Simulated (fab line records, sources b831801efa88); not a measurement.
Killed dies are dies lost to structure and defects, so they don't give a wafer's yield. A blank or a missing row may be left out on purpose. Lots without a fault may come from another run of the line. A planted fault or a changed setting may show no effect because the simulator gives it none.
Which tool did it? | flow gf180mcu | 6 lots, 18 wafers sampled, at 2 steps of a route of 602

WHAT THE GAUGES READ, wafer by wafer
GF_MVPSD_OVL_MEAS_07.
lot  | measured     | on         | MVPSD_OVL (nm)
L229 | day 5 10:36  | overlay-02 | -0.2 0.7 0.3
L232 | day 6 04:59  | overlay-02 | 1.0 -0.4 -0.1
L234 | day 6 23:27  | overlay-01 | 2.0 1.2 1.9
L239 | day 8 01:45  | overlay-01 | 0.1 -1.5 0.4
L247 | day 10 02:26 | overlay-02 | -0.2 -0.9 -0.9
L249 | day 10 11:11 | overlay-01 | 0.8 0.6 0.7

WHICH TOOL RAN EACH LOT (tool, then ch and the chambers of the sampled wafers, then the start)
lot  | GF_MVPSD_EXPOSE_04
L229 | iline_stepper-02 ch 0, day 5 03:41
L232 | iline_stepper-01 ch 0, day 5 21:56
L234 | iline_stepper-01 ch 0, day 6 15:49
L239 | iline_stepper-02 ch 0, day 7 17:38
L247 | iline_stepper-01 ch 0, day 9 18:13
L249 | iline_stepper-02 ch 0, day 10 02:35
- GF_MVPSD_EXPOSE_04: exposes mask MVPSD, target cd 1000 nm.

THE ANSWER, worked out from the rows above alone
Rule: what is usual is taken from the lots themselves. Put in order of their means at a reading, lots are off if they are a third of the lots or fewer, leave a main group of 4 or more, and stand apart from it by a gap of 3 or more times the standard deviation of the main group's means; of several such gaps the widest counts. A main group whose means are all the same, to the digits that the tables above print for the reading, isn't used. A lot without any number at a reading at which 4 lots or more have one is off too. The other lots that the step has rows for count as sound.
No lot is off at any reading shown: from this, nothing can be told.

WHAT THE SIMULATOR HAD PUT IN
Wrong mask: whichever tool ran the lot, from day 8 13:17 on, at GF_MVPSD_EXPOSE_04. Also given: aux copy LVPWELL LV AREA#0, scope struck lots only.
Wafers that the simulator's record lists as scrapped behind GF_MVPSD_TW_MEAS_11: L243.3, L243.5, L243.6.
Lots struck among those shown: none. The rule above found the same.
